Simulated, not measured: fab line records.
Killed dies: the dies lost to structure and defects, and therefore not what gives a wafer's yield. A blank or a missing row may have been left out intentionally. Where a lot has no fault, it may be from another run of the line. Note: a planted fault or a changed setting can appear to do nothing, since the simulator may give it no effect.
Comparing a struck lot with a sound one | flow sfq line | 26 out of 325 route steps
Sound: the wafers L904.4, L904.5, L904.6. Struck: wafer L899.2 (left out: L899.1, L899.6 of the same lot, which were not struck); the cause appears at the end.
Each step with rows lists, per side, the tool, then ch with its chambers, then its first start. Under that, the readings that differ: sound wafers | struck wafers | difference of the means | sigmas: that difference in standard deviations of wafers without a fault.
alike: readings whose means differ by less than 2 such deviations, and words and numbers that are the same on both sides. not compared: withheld readings, readings that some wafer has no value for, bounds like >300 that may hide the same value, and numbers for which the record gives no deviation and whose values overlap.
Wherever a step has rows on one side only, a row that says differs or no value, or a row with sigmas, the two part there. Numbers that have no deviation but don't overlap get no sigmas and don't part them. Lack of a reading on every wafer of one side parts them only where that side has two or more wafers.

SFQ_L0_RS_MEAS_901: measures by four-point-probe.
  sound on film metro-03, day 5 06:37; struck on film metro-01, day 4 05:34
  alike: L0_MONX_KI_RS
  not compared: hold
SFQ_L0_THK_MEAS_902: measures by xrf.
  sound on film metro-03, day 5 06:43; struck on film metro-01, day 4 05:41
  alike: L0_MONX_KI_THK
  not compared: hold
then, 7 steps without rows for these wafers: SFQ_TRILAYER_L0_LITHO_COAT_010 (resist thk 62 nm); SFQ_TRILAYER_L0_LITHO_COAT_005 (resist thk 600 nm); SFQ_TRILAYER_L0_LITHO_SOFTBAKE_009; SFQ_TRILAYER_L0_LITHO_EXPOSE_006 (exposes mask L0, target cd 2000 nm); SFQ_TRILAYER_L0_LITHO_PEB_008 (peb time 60 s); SFQ_TRILAYER_L0_LITHO_DEVELOP_007 (time 60 s); SFQ_TRILAYER_L0_BARC_OPEN_METAL_ETCH_010 (etches BARC in O2, target depth 125 nm, time 41.7 s).
SFQ_TRILAYER_L0_ETCH_METAL_ETCH_008: etches MoNx KI in SF6/O2, stops on SiO2, target depth 50 nm, time 25 s.
  sound on rie metal-01 ch 0,1, day 5 23:19; struck on rie metal-01 ch 0, day 4 20:54
  reading                | sound | struck | difference                   | sigmas
  rf hours counter h (h) | - - - | 4      | no value on the sound wafers |
  alike: drypump motor current A, oes product au
SFQ_TRILAYER_L0_STRIP_STRIP_009: strips in O2.
  sound on rie metal-01 ch 0,1, day 5 23:32; struck on rie metal-01 ch 0, day 4 20:56
  reading                | sound | struck | difference                   | sigmas
  rf hours counter h (h) | - - - | 4      | no value on the sound wafers |
  alike: drypump motor current A, oes product au
then, 1 step without rows for these wafers: SFQ_TRILAYER_L0_STRIP_SOLV_CLEAN_010 (cleans in NMP, time 600 s).
SFQ_TRILAYER_L0_CAP_PECVD_011: deposits SiO2 from SiH4/N2O, time 13.333 s, target thk 60 nm.
  sound on pecvd-03 ch 0,1,2, day 6 00:08; struck on pecvd-02 ch 2, day 4 21:43
  reading                                             | sound             | struck | difference | sigmas
  model.SiO2_of_TRILAYER_L0_CAP_PECVD_011.thk nm (nm) | 59.82 59.73 59.98 | 50.6   | -9.2       |
  alike: heater power w, throttle valve pct
then, 6 steps without rows for these wafers: SFQ_TRILAYER_L0_VIA_LITHO_COAT_018 (resist thk 62 nm); SFQ_TRILAYER_L0_VIA_LITHO_COAT_013 (resist thk 650 nm); SFQ_TRILAYER_L0_VIA_LITHO_SOFTBAKE_017; SFQ_TRILAYER_L0_VIA_LITHO_EXPOSE_014 (exposes mask L0V, target cd 700 nm); SFQ_TRILAYER_L0_VIA_LITHO_PEB_016 (peb time 60 s); SFQ_TRILAYER_L0_VIA_LITHO_DEVELOP_015 (time 60 s).
-- the record jumps here: 5 days lie between the struck wafers' starts before and after --
SFQ_L0V_OVL_MEAS_903:
  sound on overlay-02, day 10 20:50; struck on overlay-02, day 9 19:37
  alike: L0V_OVL
SFQ_TRILAYER_L0_VIA_BARC_OPEN_VIA_ETCH_021: etches BARC in O2, target depth 125 nm, time 41.7 s.
  sound on rie diel-02 ch 0,1, day 10 20:52; struck on rie diel-04 ch 2, day 9 19:40
  alike: drypump motor current A, oes product au
  not compared: rf hours counter h
SFQ_TRILAYER_L0_VIA_ETCH_VIA_ETCH_016: etches SiO2 in CHF3, stops on MoNx KI, target depth 80 nm.
  sound on rie diel-02 ch 0,1, day 10 20:54; struck on rie diel-04 ch 2, day 9 19:41
  reading                         | sound             | struck | difference | sigmas
  oes product au (a.u.)           | 0.836 0.844 0.847 | 0.772  | -0.070     | -9
  model.L0V.feature depth nm (nm) | 59.82 59.73 59.98 | 50.6   | -9.2       |
  model.etch.depth nm (nm)        | 59.82 59.73 59.98 | 50.6   | -9.2       |
  alike: drypump motor current A
SFQ_TRILAYER_L0_VIA_STRIP_STRIP_017: strips in O2.
  sound on rie metal-04 ch 0,1, day 10 21:08; struck on rie metal-04 ch 1, day 9 19:44
  reading                | sound             | struck | difference                   | sigmas
  oes product au (a.u.)  | 1.008 1.006 1.008 | 0.992  | -0.015                       | -2
  rf hours counter h (h) | - - -             | 126    | no value on the sound wafers |
  alike: drypump motor current A
then, 1 step without rows for these wafers: SFQ_TRILAYER_L0_VIA_STRIP_SOLV_CLEAN_018 (cleans in NMP, time 600 s).
SFQ_TRILAYER_M0_DEP_PRE_CLEAN_020: time 15 s.
  sound on pvd sputter-03, day 10 21:43; struck on pvd sputter-03, day 9 20:31
  reading                                             | sound             | struck | difference | sigmas
  model.SiO2_of_TRILAYER_L0_CAP_PECVD_011.thk nm (nm) | 54.82 54.73 54.98 | 45.6   | -9.2       |
SFQ_TRILAYER_M0_DEP_SPUTTER_019: material Nb, target thk 200 nm, time 133.3 s.
  sound on pvd sputter-03, day 10 21:44; struck on pvd sputter-03, day 9 20:32
  alike: chamber pressure pa, throttle valve pct

## WHERE THEY PART
At SFQ_TRILAYER_L0_ETCH_METAL_ETCH_008 first; at SFQ_TRILAYER_L0_VIA_STRIP_STRIP_017 last (within this record only). Later steps at which nothing parts them and some readings are alike: SFQ_TRILAYER_M0_DEP_SPUTTER_019.

WHY: what the simulator had put in
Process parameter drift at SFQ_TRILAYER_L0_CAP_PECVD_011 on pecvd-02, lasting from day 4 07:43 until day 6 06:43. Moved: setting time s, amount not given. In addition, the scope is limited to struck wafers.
